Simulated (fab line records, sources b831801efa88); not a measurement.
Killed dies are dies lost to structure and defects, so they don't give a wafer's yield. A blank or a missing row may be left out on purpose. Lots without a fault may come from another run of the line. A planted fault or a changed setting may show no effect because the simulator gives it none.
One fault seen from 2 desks | flow sky130 | each desk has only its own numbers; what lay behind them comes last

THE TOOL OWNER'S DESK: litho_track-01
The tool's own readings at SKY_POLY_GATE_DEVELOP_12 (develop time 60 s): means of the sampled wafers that have a number, for each lot that ran on this tool. A lot is out of limits, marked OUT, if its mean lies more than 4 standard deviations from the usual mean; the brackets give that distance.
Columns: A = developer_temp_C at SKY_POLY_GATE_DEVELOP_12, usual 20.98 C
lot  | first seen here | A
L454 | day 16 14:00    | 21.04
L456 | day 17 05:00    | 21.01
L458 | day 17 20:00    | 20.91
L461 | day 19 19:00    | 20.85
L466 | day 20 18:00    | 21.02
L467 | day 21 01:00    | 18.75 (-22) OUT
L468 | day 21 14:00    | 18.84 (-21) OUT
This desk's finding: out of limits on L467, L468; first on L467, day 21 01:00 (developer_temp_C at SKY_POLY_GATE_DEVELOP_12). In limits: L454, L456, L458, L461, L466.

THE METROLOGY DESK
What the gauges read, lot by lot, whatever tool the lot ran on: means of the sampled wafers that have a number. A lot is out of limits, marked OUT, if its mean lies more than 4 standard deviations from the usual mean; the brackets give that distance.
Columns: A = cd_nm at SKY_VT_ADJUST_HVTR_CD_MEAS_07, usual 378.9 nm; B = cd_nm at SKY_SONOS_ONO_CD_MEAS_13, usual 409.7 nm
lot  | first seen here | A     | B
L454 | day 9 13:35     | 382.6 | 410.9
L456 | day 10 05:56    | 380.3 | 413.2
L457 | day 10 11:52    | 381.0 | 410.2
L458 | day 10 16:52    | 379.3 | 411.1
L461 | day 11 19:58    | 378.6 | 409.6
L462 | day 11 22:15    | 377.2 | 409.3
L466 | day 13 00:36    | 381.9 | 409.3
L467 | day 13 07:44    | 374.2 | 409.3
L468 | day 13 16:41    | 378.5 | 411.3
L470 | day 14 13:05    | 381.7 | 411.6
L475 | day 15 19:31    | 380.5 | 409.7
L476 | day 16 10:42    | 377.6 | 408.5
L477 | day 16 14:53    | 378.4 | 406.4
This desk's finding: nothing out of limits on any of the 13 lots.

PUT TOGETHER
The tool owner's desk could have raised an alarm at day 21 01:00, on L467, L468.
The metrology desk saw nothing out of limits.
The metrology desk has L467, L468 on record, within its limits.
Of the lots named, all ran SKY_POLY_GATE_DEVELOP_12 on litho_track-01.

WHAT THE SIMULATOR HAD PUT IN
Process parameter drift: litho_track-01, from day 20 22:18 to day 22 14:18, at SKY_POLY_GATE_DEVELOP_12. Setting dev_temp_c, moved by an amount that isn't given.
Lots struck among those shown: L467, L468.
Hours from the fault's start to each desk's first reading out of limits: the tool owner's desk, 3.
